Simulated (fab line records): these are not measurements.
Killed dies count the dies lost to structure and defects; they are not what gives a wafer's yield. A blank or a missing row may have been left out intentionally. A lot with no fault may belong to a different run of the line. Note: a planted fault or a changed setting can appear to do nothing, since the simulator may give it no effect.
fab line records	flow sky130
record lots=24	wafers=72	lastDay=50
route steps=708 shown NWELL@76 VT_ADJUST_HVTP@95 VT_ADJUST_HVTR@139 SD_N@356 METAL2@486
lots with no fault: from the same line, run without faults
startH: hours from the record's first day to the start of the lot's first wafer shown	waitH: hours elapsed since this lot's preceding step	" as in the row above	L1.1+2: a single row standing in for several wafers	- no value, or no start was given	* or withheld: withheld	< > ~ a bound
route shown NAME@n: NAME is a module with steps in the file, n the number in the route of the first one	usual: average and standard deviation across the fault-free wafers	same: alike in all rows	chamber/n: place in a boat	sites: each site's reading	_std_site: the standard deviation of these	_edge_site: mean of outer sites minus mean of inner sites	radiusMm: for every site, how far away it sits from the centre of the wafer	mask NAME#n: copy n	behind: the most recent tool/chamber to have shaped the wafer	hold: the reason the lot was held/the length of the hold in hours/how it ended	device: whichever transistor did not switch (one of n, p or np)	end of line: tests of these same wafers at the route's end	a step without rows: its recipe alone	killed: dies lost to structure and defects at the first sort, not the wafer's yield	map: per-die view of a wafer (x killed, . not killed, _ where there is no die)
set.NAME: the setting as run; set.NAME@STEP: as run at that earlier step	model.NAME: the simulator's own value behind a step, which no gauge read
a sample of lots followed through the steps of the route, with each step as a table and each wafer as a row
services: a tool's chamber out of use, with start hour (startH, from the record's first day; less than 0 if before it), hours out, and reason
## steps
# step SKY_NWELL_OVL_MEAS_23
# usual NWELL_01_OVL=-1.1/1.4
lot.wafer	tool	chamber	startH	waitH	NWELL_01_OVL[nm]
L074.3	overlay-02	-	102.51	-	-1.5
L074.5	"	-	"	"	-2.8
L074.6	"	-	"	"	-2.1
L075.1	overlay-01	-	108.65	-	-0.2
L075.3	"	-	"	"	0.1
L075.5	"	-	"	"	0.1
L076.1	overlay-01	-	115.35	-	-3.1
L076.4	"	-	"	"	-4.1
L076.5	"	-	"	"	-3.5
L077.2	overlay-02	-	124.98	-	-1.1
L077.5	"	-	"	"	-1.8
L077.6	"	-	"	"	-0.3
L078.3	overlay-02	-	131.66	-	-1.5
L078.5	"	-	"	"	-1.2
L078.6	"	-	"	"	-1.7
L079.2	overlay-02	-	135.55	-	-0.5
L079.4	"	-	"	"	-0.5
L079.6	"	-	"	"	0.4
L080.3	overlay-01	-	139.86	-	-0.1
L080.4	"	-	"	"	0.4
L080.6	"	-	"	"	-1.0
L081.2	overlay-02	-	148.78	-	-3.1
L081.3	"	-	"	"	-2.9
L081.6	"	-	"	"	-2.0
L082.1	overlay-01	-	154.70	-	-1.4
L082.5	"	-	"	"	-3.6
L082.6	"	-	"	"	-3.0
L083.1	overlay-01	-	158.87	-	1.5
L083.2	"	-	"	"	2.0
L083.4	"	-	"	"	-0.4
L084.2	overlay-01	-	161.43	-	-3.5
L084.4	"	-	"	"	-2.8
L084.5	"	-	"	"	-3.3
L085.2	overlay-01	-	170.08	-	-1.1
L085.3	"	-	"	"	-1.6
L085.4	"	-	"	"	0.0
L086.4	overlay-02	-	183.68	-	-2.6
L086.5	"	-	"	"	-1.6
L086.6	"	-	"	"	-0.8
L087.2	overlay-02	-	189.05	-	-0.7
L087.4	"	-	"	"	-2.9
L087.6	"	-	"	"	-1.7
L089.1	overlay-01	-	194.20	-	1.7
L089.4	"	-	"	"	1.7
L089.5	"	-	"	"	2.7
L088.2	overlay-01	-	195.62	-	-0.3
L088.3	"	-	"	"	-0.7
L088.5	"	-	"	"	-1.9
L090.1	overlay-01	-	201.07	-	1.6
L090.2	"	-	"	"	-1.1
L090.4	"	-	"	"	-1.1
L091.1	overlay-01	-	203.32	-	-1.2
L091.3	"	-	"	"	-1.2
L091.4	"	-	"	"	-0.2
L092.2	overlay-01	-	213.42	-	-0.2
L092.4	"	-	"	"	1.7
L092.5	"	-	"	"	-0.9
L093.2	overlay-01	-	219.22	-	0.1
L093.5	"	-	"	"	-0.9
L093.6	"	-	"	"	-1.3
L094.4	overlay-01	-	224.01	-	-3.0
L094.5	"	-	"	"	-2.1
L094.6	"	-	"	"	-1.7
L095.1	overlay-01	-	229.22	-	-2.8
L095.2	"	-	"	"	-2.4
L095.5	"	-	"	"	-2.3
L096.1	overlay-02	-	235.72	-	-1.7
L096.5	"	-	"	"	-1.7
L096.6	"	-	"	"	0.4
L097.1	overlay-02	-	241.15	-	-0.3
L097.4	"	-	"	"	-0.5
L097.6	"	-	"	"	1.1
# step SKY_VT_ADJUST_HVTP_STRIP_10
# recipe chemistry=O2/N2	powerW=1400	pressureMtorr=1500	platenTempC=withheld	o2FlowSccm=3000	n2FlowSccm=300	overashFraction=0.5
# usual drypumpMotorCurrentA=5.62/0.28	o2FlowSccm=2999/8.9	oesProductAu=0.715/0.0046	stripTimeToEndpointS=14.20/0.036
# same overashFraction=0.5
lot.wafer	tool	chamber	startH	waitH	drypumpMotorCurrentA	o2FlowSccm	oesProductAu	rfHoursCounterH	stripTimeToEndpointS
L074.3	plasmaAsher-01	0	121.36	0.1	6.08	3014	0.712	-	14.24
L074.5	"	1	"	"	5.59	3008	0.710	-	14.21
L074.6	"	0	"	"	6.10	3001	0.709	-	14.16
L075.1	plasmaAsher-03	0	127.78	0.1	5.41	3007	0.710	1	14.20
L075.3	"	1	"	"	5.13	3003	0.714	-	14.18
L075.5	"	0	"	"	5.42	3016	0.716	-	14.20
L076.1	plasmaAsher-01	0	135.33	0.1	6.08	3002	0.710	33	14.21
L076.4	"	0	"	"	6.08	3002	0.709	-	14.23
L076.5	"	0	"	"	6.09	2996	0.715	-	14.18
L077.2	plasmaAsher-01	0	144.83	0.1	6.10	2997	0.716	34	14.20
L077.5	"	1	"	"	5.63	2994	0.716	-	14.24
L077.6	"	0	"	"	6.10	2982	0.713	-	14.24
L078.3	plasmaAsher-01	1	151.56	0.1	5.63	3000	0.710	-	14.19
L078.5	"	1	"	"	5.61	3001	0.716	-	14.20
L078.6	"	0	"	"	6.08	3011	0.715	-	14.17
L079.2	plasmaAsher-03	0	156.38	0.1	5.44	2997	0.713	3	14.16
L079.4	"	1	"	"	5.14	3011	0.724	-	14.19
L079.6	"	0	"	"	5.42	2994	0.711	-	14.16
L080.3	plasmaAsher-02	0	160.51	0.1	5.65	2993	0.715	-	14.17
L080.4	"	1	"	"	5.51	2997	0.714	-	14.20
L080.6	"	1	"	"	5.51	3003	0.713	-	14.22
L081.2	plasmaAsher-01	1	169.38	0.1	5.60	2992	0.715	36	14.17
L081.3	"	0	"	"	6.08	3019	0.715	-	14.19
L081.6	"	0	"	"	6.08	3009	0.718	-	14.22
L082.1	plasmaAsher-03	1	176.53	0.1	5.14	2999	0.725	6	14.20
L082.5	"	0	"	"	5.46	3008	0.723	-	14.27
L082.6	"	1	"	"	5.12	3014	0.708	-	14.21
L083.1	plasmaAsher-02	1	179.68	0.1	5.52	2995	0.714	52	14.19
L083.2	"	0	"	"	5.66	2994	0.717	52	14.19
L083.4	"	0	"	"	5.66	2997	0.709	-	14.19
L084.2	plasmaAsher-03	1	182.78	0.1	5.14	2988	0.718	6	14.26
L084.4	"	0	"	"	5.43	2998	0.713	-	14.24
L084.5	"	0	"	"	5.44	3022	0.714	-	14.27
L085.2	plasmaAsher-02	1	191.73	0.1	5.50	2997	0.710	53	14.23
L085.3	"	0	"	"	5.67	2998	0.717	-	14.20
L085.4	"	1	"	"	5.53	2991	0.719	-	14.22
L086.4	plasmaAsher-03	1	205.13	0.1	5.14	3009	0.719	-	14.25
L086.5	"	0	"	"	5.42	2996	0.713	-	14.27
L086.6	"	1	"	"	5.13	3004	0.723	-	14.23
L087.2	plasmaAsher-01	0	209.28	0.1	6.07	3003	0.716	39	14.19
L087.4	"	0	"	"	6.09	2993	0.706	-	14.15
L087.6	"	1	"	"	5.57	2992	0.718	-	14.22
L089.1	plasmaAsher-03	1	215.62	0.1	5.16	3006	0.720	9	14.22
L089.4	"	1	"	"	5.12	2996	0.717	-	14.16
L089.5	"	1	"	"	5.13	2997	0.716	-	14.19
L088.2	plasmaAsher-01	1	217.00	0.1	5.61	3001	0.717	40	14.20
L088.3	"	1	"	"	5.62	2995	0.713	-	14.17
L088.5	"	0	"	"	6.07	2989	0.710	-	14.17
L090.1	plasmaAsher-02	0	223.65	0.1	5.63	2995	0.716	56	14.27
L090.2	"	1	"	"	5.55	2990	0.721	56	14.24
L090.4	"	1	"	"	5.54	2988	0.711	-	14.23
L091.1	plasmaAsher-01	1	226.18	0.1	5.56	2990	0.711	41	14.14
L091.3	"	1	"	"	5.59	2998	0.713	-	14.15
L091.4	"	0	"	"	6.08	3008	0.718	-	14.19
L092.2	plasmaAsher-01	0	236.93	0.1	6.08	2998	0.716	42	14.17
L092.4	"	1	"	"	5.60	2967	0.722	-	14.21
L092.5	"	1	"	"	5.60	2983	0.718	-	14.14
L093.2	plasmaAsher-01	1	242.63	0.1	5.63	2997	0.715	42	14.27
L093.5	"	1	"	"	5.63	3002	0.720	-	14.23
L093.6	"	0	"	"	6.09	3004	0.706	-	14.21
L094.4	plasmaAsher-02	0	247.76	0.1	5.64	2996	0.713	-	14.19
L094.5	"	0	"	"	5.66	2994	0.713	-	14.23
L094.6	"	1	"	"	5.52	3001	0.722	-	14.24
L095.1	plasmaAsher-02	1	253.45	0.1	5.51	3007	0.722	59	14.15
L095.2	"	0	"	"	5.65	3000	0.715	59	14.16
L095.5	"	0	"	"	5.67	3013	0.713	-	14.17
L096.1	plasmaAsher-02	0	260.38	0.1	5.67	3004	0.722	60	14.18
L096.5	"	1	"	"	5.51	3010	0.711	-	14.19
L096.6	"	0	"	"	5.64	2994	0.714	-	14.15
L097.1	plasmaAsher-02	0	266.08	0.1	5.64	3015	0.716	60	14.16
L097.4	"	1	"	"	5.50	2998	0.714	-	14.20
L097.6	"	1	"	"	5.50	3006	0.719	-	14.20
# step SKY_VT_ADJUST_HVTR_OVL_MEAS_08
# usual VT_ADJUST_HVTR_OVL=-1.5/1.4
lot.wafer	tool	chamber	startH	waitH	VT_ADJUST_HVTR_OVL[nm]
L074.3	overlay-02	-	201.51	0.1	-1.3
L074.5	"	-	"	"	-4.2
L074.6	"	-	"	"	-3.4
L075.1	overlay-01	-	206.99	0.1	-0.7
L075.3	"	-	"	"	-0.6
L075.5	"	-	"	"	-0.9
L076.1	overlay-01	-	217.12	0.1	-1.3
L076.4	"	-	"	"	-1.8
L076.5	"	-	"	"	-0.4
L077.2	overlay-02	-	227.15	0.1	-2.6
L077.5	"	-	"	"	-1.1
L077.6	"	-	"	"	-2.0
L078.3	overlay-01	-	236.13	0.1	-3.8
L078.5	"	-	"	"	-1.7
L078.6	"	-	"	"	-1.8
L079.2	overlay-01	-	240.12	0.1	-1.3
L079.4	"	-	"	"	0.4
L079.6	"	-	"	"	-1.7
L080.3	overlay-02	-	246.83	0.1	-3.2
L080.4	"	-	"	"	-2.9
L080.6	"	-	"	"	-2.4
L081.2	overlay-01	-	254.14	0.1	0.1
L081.3	"	-	"	"	1.5
L081.6	"	-	"	"	0.4
L082.1	overlay-02	-	263.32	0.1	-1.4
L082.5	"	-	"	"	-0.2
L082.6	"	-	"	"	-0.2
L083.1	overlay-01	-	269.17	0.1	-0.9
L083.2	"	-	"	"	-0.8
L083.4	"	-	"	"	-1.7
L084.2	overlay-01	-	273.12	0.1	-1.7
L084.4	"	-	"	"	-1.0
L084.5	"	-	"	"	-3.2
L085.2	overlay-01	-	284.62	0.1	-1.9
L085.3	"	-	"	"	-2.1
L085.4	"	-	"	"	-1.2
L086.4	overlay-01	-	301.05	0.1	-4.8
L086.5	"	-	"	"	-3.2
L086.6	"	-	"	"	-1.3
L087.2	overlay-02	-	306.09	0.1	-4.7
L087.4	"	-	"	"	-3.0
L087.6	"	-	"	"	-4.0
L089.1	overlay-01	-	313.74	0.1	-0.6
L089.4	"	-	"	"	-1.0
L089.5	"	-	"	"	-0.3
L088.2	overlay-02	-	313.89	0.1	0.1
L088.3	"	-	"	"	-1.9
L088.5	"	-	"	"	-0.6
L090.1	overlay-02	-	322.84	0.1	1.2
L090.2	"	-	"	"	-0.3
L090.4	"	-	"	"	0.1
L091.1	overlay-02	-	325.96	0.1	0.2
L091.3	"	-	"	"	0.0
L091.4	"	-	"	"	0.4
L092.2	overlay-02	-	338.30	0.1	-0.4
L092.4	"	-	"	"	-0.9
L092.5	"	-	"	"	-0.2
L093.2	overlay-02	-	345.20	0.1	-0.6
L093.5	"	-	"	"	-0.9
L093.6	"	-	"	"	-1.0
L094.4	overlay-01	-	352.26	0.1	0.6
L094.5	"	-	"	"	-2.0
L094.6	"	-	"	"	-1.5
L095.1	overlay-02	-	357.41	0.1	-3.4
L095.2	"	-	"	"	-4.3
L095.5	"	-	"	"	-2.9
L096.1	overlay-01	-	366.26	0.1	-0.3
L096.5	"	-	"	"	0.3
L096.6	"	-	"	"	-0.6
L097.1	overlay-02	-	371.89	0.1	-3.4
L097.4	"	-	"	"	-0.9
L097.6	"	-	"	"	-2.8
# step SKY_SD_N_RTA_14
# recipe tempC=1075	timeS=2	idleTempC=650	rampUpCPerS=150	rampDownCPerS=90	ambient=N2
# usual lampPowerPct=15.74/0.056	wafer_temp_C_max=1078.0/1.2
# same timeS=2
lot.wafer	tool	chamber	startH	waitH	lampPowerPct	wafer_temp_C_max
L074.3	rtpAnneal-02	0	642.23	0.0	15.74	1078.4
L074.5	"	0	"	"	15.77	1077.0
L074.6	"	0	"	"	15.67	1077.5
L075.1	rtpAnneal-01	0	650.59	0.0	15.80	1076.5
L075.3	"	0	"	"	15.74	1078.6
L075.5	"	0	"	"	15.71	1079.0
L076.1	rtpAnneal-02	0	659.93	0.0	15.85	1076.6
L076.4	"	0	"	"	15.77	1076.9
L076.5	"	0	"	"	15.65	1078.6
L077.2	rtpAnneal-01	0	675.47	0.0	15.70	1077.6
L077.5	"	0	"	"	15.68	1079.0
L077.6	"	0	"	"	15.84	1076.9
L078.3	rtpAnneal-02	0	688.71	0.0	15.71	1079.2
L078.5	"	0	"	"	15.66	1078.0
L078.6	"	0	"	"	15.76	1077.2
L079.2	rtpAnneal-01	0	691.55	0.0	15.70	1080.3
L079.4	"	0	"	"	15.71	1076.5
L079.6	"	0	"	"	15.63	1077.3
L080.3	rtpAnneal-02	0	700.98	0.0	15.69	1076.8
L080.4	"	0	"	"	15.80	1078.5
L080.6	"	0	"	"	15.72	1076.5
L081.2	rtpAnneal-01	0	709.52	0.0	15.68	1078.1
L081.3	"	0	"	"	15.78	1076.7
L081.6	"	0	"	"	15.68	1076.7
L082.1	rtpAnneal-02	0	717.19	0.0	15.67	1078.6
L082.5	"	0	"	"	15.82	1077.1
L082.6	"	0	"	"	15.73	1075.8
L083.1	rtpAnneal-01	0	730.49	0.0	15.74	1075.8
L083.2	"	0	"	"	15.63	1078.7
L083.4	"	0	"	"	15.77	1077.8
L084.2	rtpAnneal-02	0	730.79	0.0	15.63	1079.2
L084.4	"	0	"	"	15.79	1077.9
L084.5	"	0	"	"	15.78	1077.7
L085.2	rtpAnneal-01	0	739.01	0.0	15.67	1077.0
L085.3	"	0	"	"	15.73	1080.3
L085.4	"	0	"	"	15.76	1077.8
L086.4	rtpAnneal-02	0	759.01	0.0	15.73	1079.3
L086.5	"	0	"	"	15.79	1078.5
L086.6	"	0	"	"	15.71	1077.1
L087.2	rtpAnneal-01	0	762.92	0.0	15.79	1078.2
L087.4	"	0	"	"	15.70	1078.5
L087.6	"	0	"	"	15.75	1077.5
L089.1	rtpAnneal-02	0	771.68	0.0	15.80	1081.6
L089.4	"	0	"	"	15.70	1079.0
L089.5	"	0	"	"	15.67	1078.5
L088.2	rtpAnneal-01	0	774.34	0.0	15.70	1077.6
L088.3	"	0	"	"	15.71	1075.6
L088.5	"	0	"	"	15.79	1079.4
L090.1	rtpAnneal-02	0	776.86	0.0	15.66	1077.5
L090.2	"	0	"	"	15.66	1077.9
L090.4	"	0	"	"	15.76	1077.7
L091.1	rtpAnneal-01	0	780.98	0.0	15.66	1079.1
L091.3	"	0	"	"	15.72	1078.3
L091.4	"	0	"	"	15.75	1075.8
L092.2	rtpAnneal-02	0	797.09	0.0	15.73	1079.8
L092.4	"	0	"	"	15.83	1076.4
L092.5	"	0	"	"	15.72	1077.9
L093.2	rtpAnneal-01	0	798.39	0.0	15.74	1078.7
L093.5	"	0	"	"	15.72	1078.0
L093.6	"	0	"	"	15.76	1080.2
L094.4	rtpAnneal-02	0	812.06	0.0	15.81	1077.1
L094.5	"	0	"	"	15.66	1077.3
L094.6	"	0	"	"	15.72	1077.3
L095.1	rtpAnneal-01	0	814.23	0.0	15.71	1077.4
L095.2	"	0	"	"	15.77	1078.2
L095.5	"	0	"	"	15.79	1080.3
L096.1	rtpAnneal-02	0	821.53	0.0	15.76	1078.3
L096.5	"	0	"	"	15.74	1077.8
L096.6	"	0	"	"	15.78	1077.2
L097.1	rtpAnneal-01	0	824.21	0.0	15.80	1079.0
L097.4	"	0	"	"	15.77	1077.7
L097.6	"	0	"	"	15.74	1081.2
# step SKY_METAL2_SPUTTER_03
# recipe material=Ti	targetThkNm=5	powerW=3000	timeS=3.3	chamberPressurePa=0.4
# usual chamberPressurePa=0.4001/0.00079	throttleValvePct=29.5/0.98
# same timeS=3.3
lot.wafer	tool	chamber	startH	waitH	chamberPressurePa	throttleValvePct
L074.3	pvdSputter-04	-	791.44	0.0	0.3996	29.9
L074.5	"	-	"	"	0.4010	30.6
L074.6	"	-	"	"	0.3985	28.1
L075.1	pvdSputter-04	-	798.95	0.0	0.3995	29.5
L075.3	"	-	"	"	0.4000	28.0
L075.5	"	-	"	"	0.4001	29.8
L076.1	pvdSputter-02	-	807.57	0.0	0.3992	28.8
L076.4	"	-	"	"	0.3992	28.2
L076.5	"	-	"	"	0.3994	28.1
L077.2	pvdSputter-02	-	820.62	0.0	0.4002	29.9
L077.5	"	-	"	"	0.4004	30.1
L077.6	"	-	"	"	0.4007	28.1
L078.3	pvdSputter-03	-	835.26	0.0	0.4004	29.9
L078.5	"	-	"	"	0.4005	31.0
L078.6	"	-	"	"	0.4006	30.4
L079.2	pvdSputter-02	-	836.35	0.0	0.4014	29.7
L079.4	"	-	"	"	0.4003	28.0
L079.6	"	-	"	"	0.3999	29.3
L080.3	pvdSputter-03	-	844.22	0.0	0.3990	29.5
L080.4	"	-	"	"	0.4011	29.7
L080.6	"	-	"	"	0.4005	29.4
L081.2	pvdSputter-04	-	851.33	0.0	0.3996	29.7
L081.3	"	-	"	"	0.3996	30.2
L081.6	"	-	"	"	0.4011	28.3
L082.1	pvdSputter-02	-	859.55	0.0	0.4009	28.3
L082.5	"	-	"	"	0.3997	29.3
L082.6	"	-	"	"	0.4022	28.3
L083.1	pvdSputter-04	-	873.03	0.0	0.3996	30.3
L083.2	"	-	"	"	0.4013	28.5
L083.4	"	-	"	"	0.4001	29.8
L084.2	pvdSputter-02	-	873.35	0.0	0.3999	29.5
L084.4	"	-	"	"	0.3998	28.6
L084.5	"	-	"	"	0.3987	30.1
L085.2	pvdSputter-04	-	882.02	0.0	0.4007	30.9
L085.3	"	-	"	"	0.4009	29.8
L085.4	"	-	"	"	0.4006	29.6
L086.4	pvdSputter-02	-	897.75	0.0	0.4000	28.0
L086.5	"	-	"	"	0.4009	28.2
L086.6	"	-	"	"	0.4010	29.2
L087.2	pvdSputter-04	-	903.07	0.0	0.4007	31.0
L087.4	"	-	"	"	0.3997	30.3
L087.6	"	-	"	"	0.3990	28.2
L089.1	pvdSputter-04	-	910.67	0.0	0.3993	30.5
L089.4	"	-	"	"	0.4002	29.9
L089.5	"	-	"	"	0.4012	30.5
L088.2	pvdSputter-04	-	915.63	0.0	0.3990	31.1
L088.3	"	-	"	"	0.4006	28.2
L088.5	"	-	"	"	0.3998	28.3
L090.1	pvdSputter-03	-	915.94	0.0	0.3997	29.8
L090.2	"	-	"	"	0.3996	31.0
L090.4	"	-	"	"	0.3984	30.0
L091.1	pvdSputter-04	-	920.08	0.0	0.4022	29.8
L091.3	"	-	"	"	0.3991	28.2
L091.4	"	-	"	"	0.4001	31.1
L092.2	pvdSputter-02	-	935.13	0.0	0.4015	28.5
L092.4	"	-	"	"	0.3995	28.4
L092.5	"	-	"	"	0.4001	29.3
L093.2	pvdSputter-04	-	938.67	0.0	0.3989	29.6
L093.5	"	-	"	"	0.4008	30.3
L093.6	"	-	"	"	0.3990	28.0
L094.4	pvdSputter-02	-	949.57	0.0	0.4001	28.5
L094.5	"	-	"	"	0.4000	28.3
L094.6	"	-	"	"	0.3992	30.0
L095.1	pvdSputter-03	-	953.70	0.0	0.4004	31.1
L095.2	"	-	"	"	0.3991	29.8
L095.5	"	-	"	"	0.4008	29.9
L096.1	pvdSputter-02	-	958.93	0.0	0.4000	29.2
L096.5	"	-	"	"	0.4000	28.0
L096.6	"	-	"	"	0.4000	30.1
L097.1	pvdSputter-04	-	960.57	0.0	0.3992	28.1
L097.4	"	-	"	"	0.4008	30.8
L097.6	"	-	"	"	0.3993	30.3
# step SKY_METAL2_METAL_ETCH_19
# recipe targetDepthA=3600	stopOn=SiO2	overEtchFrac=0.3	timeS=78	chemistry=Cl2/BCl3	resistSidewallDeg=88	pressureMtorr=10	icpW=900	biasW=48.5	Cl2_flow_sccm=60	bcl3FlowSccm=30
# usual drypumpMotorCurrentA=5.5/0.34	oesProductAu=0.857/0.0066	throttleValvePct=22.263/0.0095
# same overEtchFrac=0.3	timeS=78
lot.wafer	tool	chamber	startH	waitH	drypumpMotorCurrentA	oesProductAu	rfHoursCounterH	throttleValvePct
L074.3	rieMetal-03	0	818.33	0.1	5.7	0.869	-	22.249
L074.5	"	1	"	"	5.1	0.871	-	22.271
L074.6	"	0	"	"	5.7	0.860	-	22.268
L075.1	rieMetal-01	1	826.00	0.0	6.0	0.858	2	22.260
L075.3	"	1	"	"	6.0	0.853	-	22.263
L075.5	"	1	"	"	6.0	0.839	-	22.264
L076.1	rieMetal-03	1	834.67	0.0	5.1	0.855	15	22.258
L076.4	"	0	"	"	5.7	0.856	-	22.255
L076.5	"	1	"	"	5.1	0.854	-	22.263
L077.2	rieMetal-01	1	847.87	0.0	6.0	0.856	3	22.259
L077.5	"	0	"	"	5.1	0.851	-	22.269
L077.6	"	1	"	"	6.0	0.850	-	22.277
L078.3	rieMetal-03	1	861.75	0.1	5.1	0.846	-	22.269
L078.5	"	0	"	"	5.7	0.857	-	22.270
L078.6	"	1	"	"	5.1	0.848	-	22.270
L079.2	rieMetal-04	0	863.22	0.0	5.9	0.843	1	22.261
L079.4	"	0	"	"	5.9	0.865	-	22.268
L079.6	"	1	"	"	5.7	0.861	-	22.260
L080.3	rieMetal-03	1	870.65	0.1	5.1	0.859	-	22.266
L080.4	"	0	"	"	5.6	0.860	-	22.280
L080.6	"	1	"	"	5.1	0.860	-	22.264
L081.2	rieMetal-04	1	877.60	0.0	5.7	0.860	8	22.254
L081.3	"	0	"	"	5.8	0.856	-	22.265
L081.6	"	0	"	"	5.9	0.853	-	22.262
L082.1	rieMetal-03	1	886.27	0.0	5.1	0.848	16	22.262
L082.5	"	1	"	"	5.1	0.853	-	22.259
L082.6	"	0	"	"	5.7	0.858	-	22.268
L083.1	rieMetal-03	1	899.15	0.0	5.1	0.858	16	22.259
L083.2	"	0	"	"	5.7	0.850	13	22.269
L083.4	"	1	"	"	5.1	0.862	-	22.256
L084.2	rieMetal-01	1	899.80	0.0	6.0	0.854	6	22.258
L084.4	"	1	"	"	6.0	0.844	-	22.255
L084.5	"	0	"	"	5.1	0.850	-	22.261
L085.2	rieMetal-03	0	907.88	0.0	5.7	0.874	14	22.258
L085.3	"	1	"	"	5.1	0.838	-	22.257
L085.4	"	0	"	"	5.7	0.867	-	22.261
L086.4	rieMetal-01	0	922.95	0.1	5.2	0.849	-	22.282
L086.5	"	1	"	"	6.0	0.850	-	22.274
L086.6	"	0	"	"	5.2	0.857	-	22.258
L087.2	rieMetal-03	0	928.45	0.0	5.7	0.866	15	22.230
L087.4	"	0	"	"	5.7	0.860	-	22.257
L087.6	"	0	"	"	5.7	0.852	-	22.250
L089.1	rieMetal-03	1	935.82	0.0	5.0	0.870	18	22.254
L089.4	"	1	"	"	5.1	0.866	-	22.252
L089.5	"	1	"	"	5.1	0.855	-	22.259
L088.2	rieMetal-01	1	940.28	0.0	5.9	0.865	9	22.266
L088.3	"	1	"	"	6.0	0.858	-	22.265
L088.5	"	1	"	"	6.0	0.854	-	22.267
L090.1	rieMetal-03	1	940.74	0.0	5.1	0.865	18	22.260
L090.2	"	0	"	"	5.7	0.859	15	22.262
L090.4	"	0	"	"	5.7	0.859	-	22.270
L091.1	rieMetal-01	1	945.60	0.0	6.0	0.866	9	22.258
L091.3	"	1	"	"	6.0	0.849	-	22.268
L091.4	"	0	"	"	5.1	0.859	-	22.257
L092.2	rieMetal-04	0	959.62	0.0	5.9	0.865	6	22.266
L092.4	"	1	"	"	5.7	0.862	-	22.260
L092.5	"	1	"	"	5.7	0.855	-	22.260
L093.2	rieMetal-04	1	963.47	0.0	5.7	0.863	12	22.259
L093.5	"	1	"	"	5.7	0.857	-	22.276
L093.6	"	0	"	"	5.9	0.862	-	22.280
L094.4	rieMetal-04	0	974.16	0.1	5.9	0.853	-	22.268
L094.5	"	1	"	"	5.7	0.857	-	22.251
L094.6	"	0	"	"	5.9	0.865	-	22.253
L095.1	rieMetal-03	0	978.99	0.1	5.7	0.850	17	22.253
L095.2	"	0	"	"	5.7	0.851	-	22.276
L095.5	"	0	"	"	5.7	0.855	-	22.241
L096.1	rieMetal-01	1	983.88	0.0	6.0	0.861	11	22.270
L096.5	"	0	"	"	5.1	0.858	-	22.251
L096.6	"	1	"	"	6.0	0.860	-	22.269
L097.1	rieMetal-03	0	984.87	0.0	5.7	0.859	18	22.275
L097.4	"	1	"	"	5.1	0.863	-	22.252
L097.6	"	0	"	"	5.7	0.867	-	22.270
## services
tool	chamber	startH	hours	kind
rieMetal-03	-	119.33	0.3	repair
rieMetal-03	0	134.73	2.5	repair
plasmaAsher-01	-	155.26	11.5	repair
pvdSputter-04	-	194.12	1.4	repair
rieMetal-03	-	222.74	0.3	repair
rieMetal-03	-	293.37	2.8	pm
rtpAnneal-01	-	327.85	1.4	pm
pvdSputter-04	-	342.53	2.5	repair
rtpAnneal-02	-	372.60	73.8	pm
rtpAnneal-02	-	446.41	3.9	pm
pvdSputter-04	-	446.56	2.9	repair
pvdSputter-04	-	464.58	1.0	repair
rtpAnneal-01	-	517.87	2.6	pm
rieMetal-03	0	558.99	18.7	repair
rieMetal-03	1	637.97	5.5	repair
rieMetal-03	0	685.29	11.8	repair
pvdSputter-04	-	702.77	7.5	repair
pvdSputter-04	-	708.30	3.3	repair
pvdSputter-04	-	743.59	1.4	repair
rieMetal-03	0	743.93	6.6	repair
pvdSputter-04	-	794.33	1.5	repair
rtpAnneal-02	-	831.54	7.7	pm
rieMetal-03	-	880.38	1.4	pm
rtpAnneal-01	-	954.06	6.9	pm
## key
fault none
